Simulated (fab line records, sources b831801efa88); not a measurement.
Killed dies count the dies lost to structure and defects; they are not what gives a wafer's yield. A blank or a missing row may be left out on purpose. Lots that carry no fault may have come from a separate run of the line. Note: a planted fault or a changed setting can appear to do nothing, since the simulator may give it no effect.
Comparing a struck lot with a sound one + flow gf180mcu + 19 out of 602 route steps
Sound: wafers L214.2, L214.4, L214.6. Wafers struck: L223.1, L223.4, L223.5. At the end, the cause is stated.
For every step that has rows: the tool of each side, followed by ch and its chambers, followed by its first start. Under that, the readings that differ: sound wafers + struck wafers + difference of the means + sigmas: that difference in standard deviations of wafers without a fault.
alike: same words and numbers on both sides, and readings whose means sit less than 2 such deviations apart. not compared: any withheld reading, any reading some wafer has no value for, any bound like >300 that may hide the same value, and any number with overlapping values for which the record gives no deviation.
Wherever a step has rows on one side only, a row that says differs or no value, or a row with sigmas, the two part there. Non-overlapping numbers with no deviation appear without sigmas and do not part them. A reading missing from all wafers of one side parts the sides only when that side holds two or more wafers.

first, 3 steps without rows for these wafers: GF_HV_LDD_EXPOSE_04 (exposes mask Nplus LV AREA, target cd 400 nm); GF_HV_LDD_PEB_05; GF_HV_LDD_DEVELOP_06 (develop time 60 s).
GF_HV_LDD_CD_MEAS_07: target cd 400 nm.
  sound on cd sem-01 at day 11 00:31; struck on cd sem-02 at day 13 17:02
  alike: cd nm
GF_HV_LDD_OVL_MEAS_08:
  sound on overlay-02 at day 11 00:38; struck on overlay-01 at day 13 17:10
  alike: HV_LDD_OVL
next, for these wafers, 1 step has no rows: GF_HV_LDD_IMPLANT_09.
GF_HV_LDD_STRIP_10: strips in O2/N2.
  sound on plasma asher-02 ch 0,1, day 11 00:49; struck on plasma asher-04 ch 0,1, day 13 17:21
| reading                      | sound                | struck               | difference | sigmas |
|------------------------------|----------------------|----------------------|------------|--------|
| strip time to endpoint s (s) | 12.628 12.635 12.633 | 12.557 12.541 12.573 | -0.075     | -3     |
  alike: drypump motor current A, heater power w, oes product au
  not compared: rf hours counter h
GF_HV_LDD_TW_MEAS_11:
  sound on film metro-02 at day 11 00:55; struck on film metro-03 at day 13 17:27
  alike: HV_LDD_TW
then, 4 steps without rows for these wafers: GF_HV_LDD_DEHYDRATE_12 (time 60 s); GF_HV_LDD_HMDS_13 (prime time 60 s); GF_HV_LDD_COAT_14 (resist thk 1000 nm); GF_HV_LDD_SOFTBAKE_15 (time 60 s).
GF_HV_LDD_EXPOSE_16: exposes mask Pplus LV AREA, target cd 400 nm.
  sound on iline stepper-02 ch 0, day 11 10:47; struck on iline stepper-02 ch 0, day 14 04:01
| reading                        | sound             | struck               | difference | sigmas |
|--------------------------------|-------------------|----------------------|------------|--------|
| model.HV_LDD.overlay x nm (nm) | 1.014 1.014 1.014 | -106.1 -106.1 -106.1 | -107.1     |        |
  alike: mask
then, 2 steps without rows for these wafers: GF_HV_LDD_PEB_17; GF_HV_LDD_DEVELOP_18 (develop time 60 s).
GF_HV_LDD_CD_MEAS_19: target cd 400 nm.
  sound on cd sem-01 at day 11 20:16; struck on cd sem-01 at day 14 14:05
  alike: cd nm
GF_HV_LDD_OVL_MEAS_20:
  sound on overlay-02 at day 11 20:22; struck on overlay-02 at day 14 14:13
| reading            | sound          | struck               | difference | sigmas |
|--------------------|----------------|----------------------|------------|--------|
| HV_LDD_01_OVL (nm) | -0.3 -2.1 -0.8 | -107.2 -105.7 -106.2 | -105.3     | -66    |
next, for these wafers, 1 step has no rows: GF_HV_LDD_IMPLANT_21.
-- the record jumps here: 18 days lie between the struck wafers' starts before and after (it left off in module HV_LDD and takes up again in module PASSIVATION, whose first step shown is number 602 of the route) --
GF_PASSIVATION_PROBE_99:
  only the struck wafers here have rows in the record (prober-01, day 32 13:26); the sound ones have none

WHERE THEY PART
At GF_HV_LDD_STRIP_10 first; at GF_PASSIVATION_PROBE_99 last (within this record only).

WHY: whatever the simulator had introduced
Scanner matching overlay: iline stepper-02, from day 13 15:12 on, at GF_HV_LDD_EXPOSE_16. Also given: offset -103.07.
